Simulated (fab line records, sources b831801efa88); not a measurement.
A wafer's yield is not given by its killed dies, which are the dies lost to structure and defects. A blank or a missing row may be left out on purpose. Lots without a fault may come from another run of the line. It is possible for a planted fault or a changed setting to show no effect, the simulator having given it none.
A lot that was struck, set against a sound lot -- flow sky130 -- 14 out of 708 route steps
Sound: the wafers L249.1, L249.3, L249.5. Struck: wafers L234.3, L234.4, L234.6. The cause comes at the end.
At each step with rows: each side's tool, then ch and its chambers, then its first start. Under that, the readings that differ: sound wafers -- struck wafers -- difference of the means -- sigmas: that difference in standard deviations of wafers without a fault.
alike: readings with means less than 2 such deviations apart, plus words and numbers identical on both sides. not compared: withheld readings, readings lacking a value on some wafer, bounds such as >300 that could conceal the same value, and numbers that have no deviation in the record and whose values overlap.
A row with sigmas, a row that says differs or no value, or rows on one side alone: a step with any of these is where the two part. Numbers that have no deviation but don't overlap get no sigmas and don't part them. A reading missing from all wafers of one side parts the sides only when that side holds two or more wafers.

SKY_VIA4_CMP_21: polishes, stops on SiO2, t overpolish 25 s, target thk 0 nm.
  sound on cmp-02 ch 0,3, day 48 01:47; struck on cmp-02 ch 1,2, day 44 13:56
  alike: edgeZonePressureFrac, headPressurePsi, motorCurrentA, overpolishRunS, timeToEndpointS
SKY_METAL5_SPUTTER_00: material Ti, target thk 15 nm, time 10 s.
  sound: pvdSputter-02 at day 48 02:02; struck: pvdSputter-04 at day 44 14:14
  alike: throttleValvePct
SKY_METAL5_SPUTTER_01: material TiN, target thk 20 nm, time 16.7 s.
  sound: pvdSputter-02 at day 48 02:04; struck: pvdSputter-04 at day 44 14:15
  alike: throttleValvePct
SKY_METAL5_SPUTTER_02: material AlCu, target thk 1150 nm, time 61.2 s.
  sound: pvdSputter-02 at day 48 02:05; struck: pvdSputter-04 at day 44 14:17
  alike: throttleValvePct
SKY_METAL5_SPUTTER_03: material Ti, target thk 5 nm, time 3.3 s.
  sound: pvdSputter-02 at day 48 02:08; struck: pvdSputter-04 at day 44 14:20
  alike: throttleValvePct
then, 1 step without rows for these wafers: SKY_METAL5_SPUTTER_04 (material TiN, target thk 70 nm, time 58.3 s).
SKY_METAL5_RS_MEAS_05: measures by four-point-probe.
  sound: filmMetro-03 at day 48 02:13; struck: filmMetro-02 at day 44 14:26
  alike: METAL5_ALCU_RS
SKY_METAL5_THK_MEAS_06: measures by xrf.
  sound: filmMetro-03 at day 48 02:20; struck: filmMetro-02 at day 44 14:32
  alike: METAL5_ALCU_THK
then, 4 steps without rows for these wafers: SKY_METAL5_DEHYDRATE_07 (time 60 s); SKY_METAL5_HMDS_08 (prime time 60 s); SKY_METAL5_COAT_09 (resist thk 1800 nm); SKY_METAL5_SOFTBAKE_10 (time 60 s).
SKY_METAL5_EXPOSE_11: exposes mask MM5, target cd 1600 nm.
  struck on ilineStepper-01, day 45 01:52; sound on ilineStepper-01 ch 0, day 48 11:17
  no value came back on the struck wafers for exposureDoseMJCm2, focusOffsetNm (nm); on the sound wafers exposureDoseMJCm2 reads 189.94 189.75 189.79
  alike: mask
then, 1 step without rows for these wafers: SKY_METAL5_PEB_12.

== WHERE THEY PART ==
Only at SKY_METAL5_EXPOSE_11, within this record.

WHY: the cause the simulator had injected
At SKY_METAL5_EXPOSE_11, the step was skipped entirely on ilineStepper-01 from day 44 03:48 on. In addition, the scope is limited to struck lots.
